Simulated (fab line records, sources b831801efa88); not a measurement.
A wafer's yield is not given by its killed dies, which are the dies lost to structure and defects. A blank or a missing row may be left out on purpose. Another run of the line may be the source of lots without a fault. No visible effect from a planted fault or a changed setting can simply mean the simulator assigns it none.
Matching of chambers + flow sky130 + cmp-02 running SKY_VIA3_CMP_24: 4 sister chambers
The step polishes, stops on SiO2, t overpolish 20 s, target thk 0 nm. 8 wafers are shown with their chamber, then 12 later ones without.

WAFERS PAIRED WITH THEIR CHAMBERS
| wafer  | chamber | motor_current_A (A) | time_to_endpoint_s (s) |
|--------|---------|---------------------|------------------------|
| L081.4 | 0       | 9.8                 | 98                     |
| L083.3 | 3       | 10.1                | 101                    |
| L083.4 | 0       | 10.4                | 98                     |
| L083.5 | 1       | 12.4                | 101                    |
| L083.6 | 2       | 10.6                | 100                    |
| L087.1 | 1       | 12.4                | 96                     |
| L087.2 | 2       | 10.6                | 97                     |
| L087.4 | 3       | 10.2                | 100                    |

WAFERS WITHOUT THEIR CHAMBER
| wafer  | motor_current_A (A) | time_to_endpoint_s (s) |
|--------|---------------------|------------------------|
| L088.3 | 10.2                | 101                    |
| L088.4 | 12.1                | 101                    |
| L088.6 | 10.2                | 101                    |
| L090.2 | 10.3                | 99                     |
| L090.4 | 10.9                | 105                    |
| L090.5 | 10.2                | 97                     |
| L093.1 | 10.6                | 98                     |
| L093.2 | 10.9                | 104                    |
| L093.3 | 12.4                | 100                    |
| L093.4 | 10.1                | 97                     |
| L093.5 | 13.4                | 103                    |
| L093.6 | 10.4                | 99                     |

THE CHAMBER EACH PASSED THROUGH
| wafer  | from the rows above          | in truth                   |
|--------|------------------------------|----------------------------|
| L088.3 | can't be placed: 3 or 0 or 2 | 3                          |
| L088.4 | 1                            | 1                          |
| L088.6 | can't be placed: 3 or 0 or 2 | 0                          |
| L090.2 | can't be placed: 3 or 0 or 2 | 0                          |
| L090.4 | can't be placed: 2 or 3 or 0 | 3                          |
| L090.5 | can't be placed: 0 or 3 or 2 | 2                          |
| L093.1 | 2                            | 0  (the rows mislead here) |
| L093.2 | can't be placed: 2 or 3 or 0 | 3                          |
| L093.3 | 1                            | 1                          |
| L093.4 | can't be placed: 0 or 3 or 2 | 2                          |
| L093.5 | 1                            | 1                          |
| L093.6 | can't be placed: 2 or 3 or 0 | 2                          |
Correct placement for 3 of the 12. Cannot be placed on the basis of these rows: 8; the candidates contain the true chamber in 8. Number placed wrongly: 1.
How it was worked out, from the rows above alone: a wafer's distance from a chamber is the root of the sum, over the readings, of the square of ((its reading less the chamber's mean) divided by the reading's scatter). If the next closest chamber is less than 2 further off than the closest, the wafer can't be placed; otherwise it belongs to the closest. Each chamber's mean is taken over the wafers shown for it. The scatter is the square root of a quotient: the sum, over the shown wafers, of each reading's squared deviation from its chamber's mean, divided by wafers minus chambers.
